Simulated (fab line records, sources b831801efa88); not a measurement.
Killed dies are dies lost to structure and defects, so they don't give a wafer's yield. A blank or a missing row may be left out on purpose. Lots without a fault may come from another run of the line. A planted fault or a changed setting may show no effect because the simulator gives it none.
fab line records | flow sky130
record lots=12 wafers=36 last_day=50
route steps=708 shown METAL4@633 VIA4@640 PASSIVATION@681 PAD_OPEN@708
lots that met no fault: from a run of the same line without faults
start_h: hours from the record's first day to the start of the lot's first wafer shown | wait_h: hours since the lot's step before | " the same as in the row above | L1.1+2: a row that stands for several wafers | - no value, or no start given | * or withheld: withheld | < > ~ a bound
route shown NAME@n: a module of which the file shows steps, and the number in the route of the first | usual: mean/standard deviation of fault-free wafers | same: alike in all rows | chamber/n: place in a boat | sites: the reading at each site | _std_site: their standard deviation | _edge_site: outer sites' mean less inner sites' | radius_mm: how far each site lies from the wafer's centre | mask NAME#n: copy n | behind: the tool/chamber that last shaped the wafer | hold: why the lot was held/for how many hours/how that ended | device: the transistor (n, p or np) that didn't switch | end of line: the same wafers' tests at the end of the route | a step without rows: its recipe alone | killed: dies lost to structure and defects at the first sort, not the wafer's yield | map: a wafer's dies, x killed, . not, _ none there
set.NAME: the setting as run; set.NAME@STEP: as run at that earlier step | model.NAME: the simulator's own value behind a step, which no gauge read
steps of the route over a sample of lots; a table a step, a row a wafer
services: from which hour (start_h, from the record's first day; less than 0 if before it) a tool's chamber was out of use, for how many hours, and why
## steps
# step SKY_METAL4_ETCH_17
# recipe target=SiO2 stop_on=TiN chemistry=C4F8/O2/Ar source_w=1500 bias_w=1200 pressure_mtorr=40 c4f8_flow_sccm=withheld O2_flow_sccm=6 Ar_flow_sccm=300 time_s=3.9 target_depth_a=150
# usual oes_product_au=0.755/0.0081
# columns lot.wafer tool chamber start_h wait_h oes_product_au rf_hours_counter_h
L440.2 rie_diel-01 0 1018.47 0.1 0.757 1
L440.3 " 3 " " 0.749 4
L440.4 " 0 " " 0.763 -
L439.1 rie_diel-03 2 1020.60 0.1 0.740 19
L439.2 " 3 " " 0.756 1
L439.3 " 1 " " 0.746 3
L442.2 rie_diel-03 0 1021.62 0.1 0.758 5
L442.3 " 1 " " 0.748 3
L442.5 " 3 " " 0.762 -
L443.2 rie_diel-01 0 1021.66 0.1 0.748 2
L443.3 " 2 " " 0.746 4
L443.5 " 0 " " 0.745 -
L441.2 rie_diel-04 3 1021.97 0.1 0.756 21
L441.4 " 3 " " 0.763 -
L441.6 " 2 " " 0.750 -
L454.1 rie_diel-03 0 1085.16 0.1 0.752 6
L454.2 " 1 " " 0.757 5
L454.5 " 3 " " 0.760 -
L452.1 rie_diel-03 3 1089.26 0.1 0.743 3
L452.3 " 0 " " 0.752 6
L452.5 " 0 " " 0.757 -
L457.1 rie_diel-04 3 1107.12 0.1 0.758 24
L457.3 " 2 " " 0.752 12
L457.6 " 0 " " 0.764 -
L460.3 rie_diel-04 0 1115.66 0.0 0.748 16
L460.5 " 3 " " 0.747 -
L460.6 " 2 " " 0.767 -
L459.3 rie_diel-01 0 1116.02 0.0 0.744 5
L459.5 " 2 " " 0.752 -
L459.6 " 1 " " 0.748 -
L461.2 rie_diel-01 3 1118.61 0.1 0.748 8
L461.4 " 0 " " 0.761 5
L461.6 " 0 " " 0.757 -
L458.2 rie_diel-04 2 1118.96 0.1 0.742 12
L458.4 " 2 " " 0.761 -
L458.5 " 0 " " 0.752 -
# step SKY_VIA4_THK_MEAS_01
# recipe reads=SiO2_of_VIA4_HDPCVD_00
# usual VIA4_HDPCVD_THK=1755/17
# columns lot.wafer tool chamber start_h wait_h VIA4_HDPCVD_THK[nm]
L440.2 film_metro-02 - 1019.61 0.1 1745
L440.3 " - " " 1755
L440.4 " - " " 1767
L439.1 film_metro-03 - 1021.57 0.1 1741
L439.2 " - " " 1730
L439.3 " - " " 1751
L442.2 film_metro-02 - 1022.71 0.1 1749
L442.3 " - " " 1744
L442.5 " - " " 1757
L443.2 film_metro-02 - 1022.77 0.1 1734
L443.3 " - " " 1753
L443.5 " - " " 1756
L441.2 film_metro-02 - 1023.01 0.1 1761
L441.4 " - " " 1770
L441.6 " - " " 1796
L454.1 film_metro-03 - 1086.13 0.1 1747
L454.2 " - " " 1768
L454.5 " - " " 1752
L452.1 film_metro-02 - 1090.46 0.1 1771
L452.3 " - " " 1778
L452.5 " - " " 1771
L457.1 film_metro-03 - 1108.30 0.1 1735
L457.3 " - " " 1727
L457.6 " - " " 1746
L460.3 film_metro-03 - 1116.69 0.1 1749
L460.5 " - " " 1767
L460.6 " - " " 1776
L459.3 film_metro-01 - 1117.06 0.2 1760
L459.5 " - " " 1762
L459.6 " - " " 1752
L461.2 film_metro-01 - 1119.59 0.1 1747
L461.4 " - " " 1780
L461.6 " - " " 1761
L458.2 film_metro-03 - 1119.98 0.1 1723
L458.4 " - " " 1757
L458.5 " - " " 1744
# step SKY_VIA4_CMP_02
# recipe material=SiO2 down_force_psi=4 platen_rpm=60 pad_velocity_m_s=0.94248
# usual motor_current_A=12.7/1.1
# columns lot.wafer tool chamber start_h wait_h motor_current_A
L440.3 cmp-02 3 1019.73 0.1 12.4
L440.4 " 0 " " 14.0
L440.2 " 2 " " 12.0
L439.3 cmp-02 2 1021.75 0.2 11.2
L439.1 " 3 " " 12.6
L439.2 " 1 " " 14.0
L443.2 cmp-01 3 1022.93 0.2 11.4
L443.3 " 1 " " 11.6
L443.5 " 3 " " 11.6
L442.3 cmp-02 1 1022.98 0.3 13.6
L442.2 " 2 " " 11.2
L442.5 " 3 " " 12.7
L441.2 cmp-01 3 1023.23 0.2 12.1
L441.4 " 0 " " 11.7
L441.6 " 3 " " 11.6
L454.1 cmp-01 3 1086.55 0.4 11.8
L454.2 " 0 " " 11.7
L454.5 " 2 " " 13.6
L452.3 cmp-02 2 1090.57 0.1 11.2
L452.1 " 0 " " 14.4
L452.5 " 2 " " 11.3
L457.3 cmp-02 2 1108.36 0.0 11.3
L457.1 " 1 " " 14.4
L457.6 " 2 " " 11.7
L460.3 cmp-02 2 1117.39 0.7 11.4
L460.5 " 3 " " 12.1
L460.6 " 0 " " 14.3
L459.3 cmp-02 2 1117.89 0.8 11.8
L459.5 " 1 " " 13.8
L459.6 " 2 " " 11.7
L461.4 cmp-02 1 1119.64 0.0 14.0
L461.2 " 2 " " 11.3
L461.6 " 1 " " 13.7
L458.2 cmp-02 2 1120.03 0.0 11.7
L458.4 " 0 " " 14.6
L458.5 " 2 " " 12.0
# step SKY_PASSIVATION_CVD_00
# recipe material=SiO2 target_thk_nm=90 temp_c=400 time_s=withheld rf_w=621.2
# usual heater_power_w=649/83 susceptor_temp_C=400.02/0.25
# columns lot.wafer tool chamber start_h wait_h heater_power_w susceptor_temp_C
L440.2 pecvd-03 1 1065.85 0.0 591 399.66
L440.3 " 0 " " 590 400.04
L440.4 " 0 " " 610 400.12
L439.1 pecvd-01 0 1068.54 0.0 817 399.86
L439.2 " 1 " " 493 400.10
L439.3 " 1 " " 519 399.75
L442.2 pecvd-04 1 1068.89 0.0 619 399.78
L442.3 " 2 " " 619 399.73
L442.5 " 2 " " 632 399.74
L441.2 pecvd-01 1 1069.24 0.0 562 399.87
L441.4 " 1 " " 560 399.85
L441.6 " 1 " " 560 400.02
L443.2 pecvd-03 1 1069.24 0.0 660 399.87
L443.3 " 0 " " 539 399.42
L443.5 " 1 " " 684 399.86
L454.1 pecvd-04 2 1129.33 0.0 728 399.87
L454.2 " 1 " " 687 400.07
L454.5 " 2 " " 755 400.40
L452.1 pecvd-01 0 1133.38 0.0 668 400.24
L452.3 " 1 " " 558 400.43
L452.5 " 1 " " 594 400.09
L457.1 pecvd-03 1 1149.65 0.0 581 399.97
L457.3 " 2 " " 550 400.73
L457.6 " 2 " " 570 400.52
L460.3 pecvd-03 0 1157.27 0.0 552 400.15
L460.5 " 2 " " 599 400.30
L460.6 " 1 " " 612 400.27
L459.3 pecvd-04 0 1157.88 0.0 670 399.94
L459.5 " 2 " " 682 399.62
L459.6 " 0 " " 677 399.78
L461.2 pecvd-04 1 1160.28 0.0 641 399.97
L461.4 " 0 " " 725 400.26
L461.6 " 1 " " 632 399.70
L458.2 pecvd-01 2 1160.37 0.0 566 399.80
L458.4 " 1 " " 590 400.20
L458.5 " 0 " " 716 400.14
# step SKY_PAD_OPEN_PROBE_99
# usual defect_limited_yield=83.0/1.8 killed_at_M0_to_M3=42/6.6 killed_at_M4_up=3.0/1.7 killed_at_contacts=24/5.3 killed_at_front_end=15/4.5 killed_at_other=0.2/0.49 killed_dies=83/9 killed_open=45/6.9 killed_short=38/5.8 sort_bin_3_pad_short=0.8/0.4 sort_bin_5_function=10.0/1.5 sort_bin_6_memory=6.1/1.1 sort_n_pass=409/9 sort_yield_pct=83.0/1.8
# same gross_dies=492 killed_at_back_side=0 sort_bin_4_leakage[%]=0 sort_bin_8_speed[%]=0
# columns lot.wafer tool chamber start_h wait_h defect_limited_yield[%] killed_at_M0_to_M3 killed_at_M4_up killed_at_contacts killed_at_front_end killed_at_other killed_dies killed_open killed_short sort_bin_3_pad_short[%] sort_bin_5_function[%] sort_bin_6_memory[%] sort_n_pass sort_yield_pct[%]
L441.2 prober-02 - 1116.63 0.3 85.6 44 2 15 10 0 71 35 36 0.4 8.9 5.1 421 85.6
L441.4 prober-02 - 1116.73 0.4 82.5 43 6 26 11 0 86 51 35 1.2 10.2 6.1 406 82.5
L441.6 prober-02 - 1116.83 0.4 85.2 46 3 15 9 0 73 34 39 1.0 9.3 4.5 419 85.2
L454.1 prober-01 - 1168.44 0.1 71.3 40 62 29 10 0 141 40 41 4.9 16.7 7.1 351 71.3
L454.2 prober-01 - 1168.49 0.1 74.0 34 54 30 8 2 128 38 37 3.5 15.4 7.1 364 74.0
L454.5 prober-01 - 1168.64 0.2 69.1 42 64 35 11 0 152 45 45 4.7 19.5 6.7 340 69.1
L452.1 prober-02 - 1171.08 0.1 71.3 40 69 21 11 0 141 43 31 3.3 17.5 7.9 351 71.3
L452.3 prober-02 - 1171.18 0.2 73.8 31 67 18 13 0 129 29 38 5.1 14.0 7.1 363 73.8
L452.5 prober-02 - 1171.28 0.2 71.5 36 64 29 11 0 140 36 44 4.1 16.9 7.5 352 71.5
L461.2 prober-02 - 1195.96 0.1 81.7 43 4 25 18 0 90 50 40 1.2 10.2 6.9 402 81.7
L461.4 prober-02 - 1196.06 0.2 81.9 43 2 29 14 1 89 52 37 0.6 11.4 6.1 403 81.9
L461.6 prober-02 - 1196.16 0.2 80.1 54 2 22 20 0 98 56 42 0.2 10.8 8.9 394 80.1
# killed by level:class
L441.2 VIA1:geometric_particle:short=8 VIA2:geometric_particle:open=8 METAL1:geometric_particle:short=6 METAL2:geometric_particle:short=5 FIELD_ISO:geometric_particle:open=4 CONTACT:geometric_particle:short=4 VIA3:geometric_particle:open=4 VIA1:geometric_particle:open=4
L441.4 CONTACT:geometric_particle:open=9 VIA1:geometric_particle:open=9 LI_CONTACT:geometric_particle:open=8 VIA3:geometric_particle:open=5 METAL2:geometric_particle:short=5 METAL1:geometric_particle:short=4 VIA2:geometric_particle:open=4 FIELD_ISO:geometric_particle:short=3
L441.6 METAL1:geometric_particle:short=10 VIA1:geometric_particle:open=10 CONTACT:geometric_particle:open=6 FIELD_ISO:geometric_particle:short=5 LI_CONTACT:geometric_particle:open=5 VIA1:geometric_particle:short=5 VIA2:geometric_particle:open=5 VIA2:geometric_particle:short=4
L454.1 METAL4:unspecified=60 CONTACT:geometric_particle:short=9 VIA1:geometric_particle:open=9 VIA3:geometric_particle:open=8 METAL2:geometric_particle:short=7 CONTACT:geometric_particle:open=6 LI_CONTACT:geometric_particle:open=5 METAL1:geometric_particle:short=5
L454.2 METAL4:unspecified=51 CONTACT:geometric_particle:open=9 VIA1:geometric_particle:open=9 LI_CONTACT:geometric_particle:short=7 METAL2:geometric_particle:short=7 VIA1:geometric_particle:short=7 LI_CONTACT:geometric_particle:open=6 CONTACT:geometric_particle:short=5
L454.5 METAL4:unspecified=62 CONTACT:geometric_particle:open=16 VIA1:geometric_particle:short=7 METAL2:geometric_particle:short=7 METAL1:geometric_particle:short=6 LOCAL_INTERCONNECT:geometric_particle:short=6 POLY_GATE:geometric_particle:open=5 CONTACT:geometric_particle:short=5
L452.1 METAL4:unspecified=67 CONTACT:geometric_particle:open=10 VIA1:geometric_particle:open=10 VIA2:geometric_particle:open=5 METAL1:geometric_particle:short=5 METAL2:geometric_particle:short=5 LI_CONTACT:geometric_particle:open=4 LOCAL_INTERCONNECT:geometric_particle:short=4
L452.3 METAL4:unspecified=62 METAL2:geometric_particle:short=9 LOCAL_INTERCONNECT:geometric_particle:short=5 CONTACT:geometric_particle:open=5 LI_CONTACT:geometric_particle:open=4 METAL1:geometric_particle:short=4 VIA3:geometric_particle:open=4 METAL4:geometric_particle:short=4
L452.5 METAL4:unspecified=60 LI_CONTACT:geometric_particle:short=8 LI_CONTACT:geometric_particle:open=8 VIA1:geometric_particle:open=7 METAL3:geometric_particle:short=6 METAL1:geometric_particle:short=5 CONTACT:geometric_particle:open=5 POLY_GATE:geometric_particle:short=4
L461.2 FIELD_ISO:geometric_particle:open=10 LI_CONTACT:geometric_particle:open=9 CONTACT:geometric_particle:open=8 VIA3:geometric_particle:open=8 VIA2:geometric_particle:open=8 METAL2:geometric_particle:short=7 METAL1:geometric_particle:short=6 VIA3:geometric_particle:short=5
L461.4 CONTACT:geometric_particle:open=15 FIELD_ISO:geometric_particle:open=8 LI_CONTACT:geometric_particle:open=6 VIA1:geometric_particle:open=6 METAL2:geometric_particle:short=6 VIA2:geometric_particle:open=6 FIELD_ISO:geometric_particle:short=5 CONTACT:geometric_particle:short=5
L461.6 VIA1:geometric_particle:open=12 VIA3:geometric_particle:open=10 FIELD_ISO:geometric_particle:short=9 VIA2:geometric_particle:open=9 CONTACT:geometric_particle:open=8 METAL1:geometric_particle:short=6 POLY_GATE:geometric_particle:short=5 CONTACT:geometric_particle:short=5
## services
# columns tool chamber start_h hours kind
pecvd-04 0 1004.22 19.0 repair
rie_diel-03 3 1005.38 6.7 repair
cmp-01 - 1007.31 2.1 repair
pecvd-01 2 1013.39 4.8 repair
rie_diel-04 1 1015.92 16.9 repair
pecvd-03 - 1020.71 4.3 pm
pecvd-03 - 1028.29 1.1 repair
cmp-01 - 1035.57 1.1 repair
pecvd-01 - 1037.33 0.9 repair
rie_diel-04 0 1046.31 12.1 repair
pecvd-01 - 1062.72 1.1 repair
rie_diel-04 2 1079.93 6.9 repair
cmp-02 - 1082.72 4.0 pm
cmp-02 - 1086.72 - consumable_replace:conditioner
pecvd-04 - 1092.02 2.8 pm
rie_diel-04 3 1094.96 9.9 repair
rie_diel-04 2 1095.37 5.3 repair
pecvd-04 2 1102.62 4.1 repair
rie_diel-03 - 1103.90 1.2 repair
cmp-01 - 1106.69 5.3 pm
cmp-01 - 1111.98 15.3 pm
rie_diel-04 3 1118.37 3.7 repair
cmp-01 - 1145.13 5.7 repair
rie_diel-01 - 1148.06 0.2 repair
## key
first_sign step=SKY_PAD_OPEN_PROBE_99 reading=killed_at_M4_up direction=up sigmas=36 usual=3.0 struck=63.3
effect step=SKY_PAD_OPEN_PROBE_99 reading=sort_bin_3_pad_short direction=up sigmas=8.6 usual=0.8 struck=4.2
met_at SKY_METAL4_ETCH_17
struck_lots L452,L454
not_acting_at SKY_VIA4_THK_MEAS_01,SKY_VIA4_CMP_02,SKY_PASSIVATION_CVD_00
onset_between 1021.62 1085.16
fault kind=chamber_particle_source tool=rie_diel-03 chamber=- onset_h=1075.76 steps=SKY_METAL4_ETCH_17 rate_per_visit_cm2=1.4176 end_h=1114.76
